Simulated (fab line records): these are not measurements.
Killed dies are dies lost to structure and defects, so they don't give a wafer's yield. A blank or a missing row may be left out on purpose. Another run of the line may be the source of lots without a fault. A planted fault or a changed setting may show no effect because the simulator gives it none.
Which of the tools did it? ; flow sky130 ; 12 lots with 36 wafers sampled at 5 steps, on a route of 708 steps

WHAT THE GAUGES SHOWED, per wafer
SKY_FIELD_ISO_THK_MEAS_04.
lot;measured;on;FIELD_ISO_CVD_03_THK (nm)
L251;day 1 13:30;filmMetro-02;165.0 167.8 167.9
L254;day 2 04:43;filmMetro-03;162.0 164.4 164.1
L255;day 2 11:34;filmMetro-02;167.3 166.3 167.0
L256;day 2 15:29;filmMetro-02;165.5 167.1 166.7
L257;day 2 20:32;filmMetro-02;168.5 167.7 168.6
L264;day 4 07:41;filmMetro-02;163.1 164.5 163.8
L265;day 4 12:59;filmMetro-03;167.8 167.4 167.8
L266;day 4 18:34;filmMetro-01;165.8 165.5 163.7
L269;day 5 08:50;filmMetro-01;166.0 165.3 164.9
L270;day 5 13:45;filmMetro-02;165.1 163.1 164.6
L271;day 5 18:01;filmMetro-02;165.5 166.1 164.9
L274;day 6 10:01;filmMetro-02;165.1 165.5 163.5

SKY_PWDE_OVL_MEAS_07.
lot;measured;on;PWDE_OVL (nm)
L251;day 3 19:04;overlay-02;-1.0 -0.2 -0.2
L254;day 4 11:41;overlay-01;0.8 0.4 1.2
L255;day 4 19:53;overlay-01;- - -
L256;day 4 21:38;overlay-01;- - -
L257;day 5 03:35;overlay-01;- - -
L264;day 6 20:05;overlay-01;-0.2 -0.8 0.8
L265;day 7 01:31;overlay-01;-4.1 -3.5 -2.8
L266;day 7 07:47;overlay-01;1.6 0.2 0.4
L269;day 7 23:17;overlay-02;-1.2 -0.8 -3.6
L270;day 8 06:38;overlay-02;2.4 2.6 0.4
L271;day 8 14:02;overlay-01;-1.1 -1.5 0.4
L274;day 9 06:38;overlay-02;0.5 0.6 -0.4

SKY_NWELL_TW_MEAS_26.
lot;measured;on;NWELL_2_TW
L251;day 5 04:46;filmMetro-04;504.0 505.1 507.3
L254;day 5 23:30;filmMetro-03;501.6 501.0 502.7
L255;day 6 08:20;filmMetro-04;556.7 556.0 560.7
L256;day 6 09:16;filmMetro-04;555.0 557.1 558.2
L257;day 6 16:01;filmMetro-01;555.1 551.4 549.3
L264;day 8 12:09;filmMetro-04;507.1 509.0 507.1
L265;day 8 18:38;filmMetro-04;504.6 509.6 508.0
L266;day 9 01:01;filmMetro-04;503.1 503.6 502.6
L269;day 9 18:34;filmMetro-03;506.0 505.3 508.8
L270;day 10 00:31;filmMetro-03;503.9 501.5 502.3
L271;day 10 10:28;filmMetro-04;506.6 505.0 505.6
L274;day 11 02:43;filmMetro-03;502.6 503.9 504.4

SKY_VIA1_RS_MEAS_22: measurement is done with a four-point probe.
lot;measured;on;VIA1_W_RS (ohm/sq)
L251;day 33 09:11;filmMetro-02;0.435 0.432 0.432
L254;day 34 14:18;filmMetro-02;0.435 0.427 0.432
L255;day 35 19:58;filmMetro-02;0.419 0.418 0.424
L256;day 35 22:28;filmMetro-01;0.422 0.424 0.420
L257;day 35 20:10;filmMetro-04;0.422 0.424 0.421
L264;day 38 03:08;filmMetro-04;0.422 0.423 0.425
L265;day 38 08:48;filmMetro-01;0.421 0.423 0.425
L266;day 38 13:22;filmMetro-04;0.421 0.428 0.426
L269;day 39 09:31;filmMetro-02;0.420 0.430 0.429
L270;day 39 19:58;filmMetro-01;0.418 0.417 0.414
L271;day 40 04:32;filmMetro-01;0.434 0.428 0.431
L274;day 40 19:01;filmMetro-02;0.429 0.435 0.437

WHICH TOOL RAN EACH LOT (tool, then ch and the chambers of the sampled wafers, then the start)
lot;SKY_PWDE_COAT_02
L251;lithoTrack-03 ch 0, day 3 10:26
L254;lithoTrack-04 ch 0, day 4 03:01
L255;lithoTrack-04, day 4 10:50
L256;lithoTrack-04, day 4 13:16
L257;lithoTrack-01, day 4 19:27
L264;lithoTrack-01 ch 0, day 6 11:07
L265;lithoTrack-03 ch 0, day 6 16:17
L266;lithoTrack-04 ch 0, day 6 21:47
L269;lithoTrack-01 ch 0, day 7 12:33
L270;lithoTrack-01 ch 0, day 7 20:00
L271;lithoTrack-01 ch 0, day 8 03:30
L274;lithoTrack-01 ch 0, day 8 20:06
- SKY_PWDE_COAT_02: resist thk 3000 nm.

WHAT THE TOOLS THEMSELVES READ (means of the sampled wafers that have a number; where no wafer has one, the mark that the record gives instead)
SKY_PWDE_COAT_02.
lot;tool;chillPlateTempC (C);dispensePressureKPa (kPa)
L251;lithoTrack-03;23.03;47.1
L254;lithoTrack-04;23.08;49.5
L255;lithoTrack-04;-;-
L256;lithoTrack-04;-;-
L257;lithoTrack-01;-;-
L264;lithoTrack-01;22.94;49.6
L265;lithoTrack-03;23.00;47.0
L266;lithoTrack-04;23.11;49.5
L269;lithoTrack-01;23.01;49.6
L270;lithoTrack-01;23.10;49.6
L271;lithoTrack-01;23.01;49.6
L274;lithoTrack-01;23.01;49.6

THE ANSWER, worked out from the rows above alone
Rule: the lots themselves supply what counts as usual. The widest of any qualifying gaps counts: lots, ordered by their means at a reading, are off when they make up no more than a third of the lots, leave a main group of 4 or more, and stand apart from it by 3 or more times the standard deviation of that group's means. The tables above print the reading to a certain number of digits; a main group whose means all agree to those digits is not used. Also off: a lot with no number at a reading for which 4 or more lots have one. Any other lot the step has rows for is counted as sound. The gauges are gone through in route order, then the tools' own readings, and for those a lot's mean is taken as printed above. The first step at which some lot is off is used, and at that step the reading that is off furthest; a lot without a number counts as furthest.
Off: L255, L256, L257, seen at SKY_PWDE_OVL_MEAS_07 (PWDE_OVL). Without a number there: L255, L256, L257. Main group: mean -0.3 nm, sd 1.5.
If a tool, at a process step before that reading, ran all the lots that are off and no sound lot after the first of them, it fits. The gauges at SKY_PWDE_OVL_MEAS_07 aren't tried: what is off there is off at SKY_NWELL_TW_MEAS_26 too, on other tools, and a gauge's error can't cause that. Not one of the candidates tried fits.

WHAT THE SIMULATOR PUT IN
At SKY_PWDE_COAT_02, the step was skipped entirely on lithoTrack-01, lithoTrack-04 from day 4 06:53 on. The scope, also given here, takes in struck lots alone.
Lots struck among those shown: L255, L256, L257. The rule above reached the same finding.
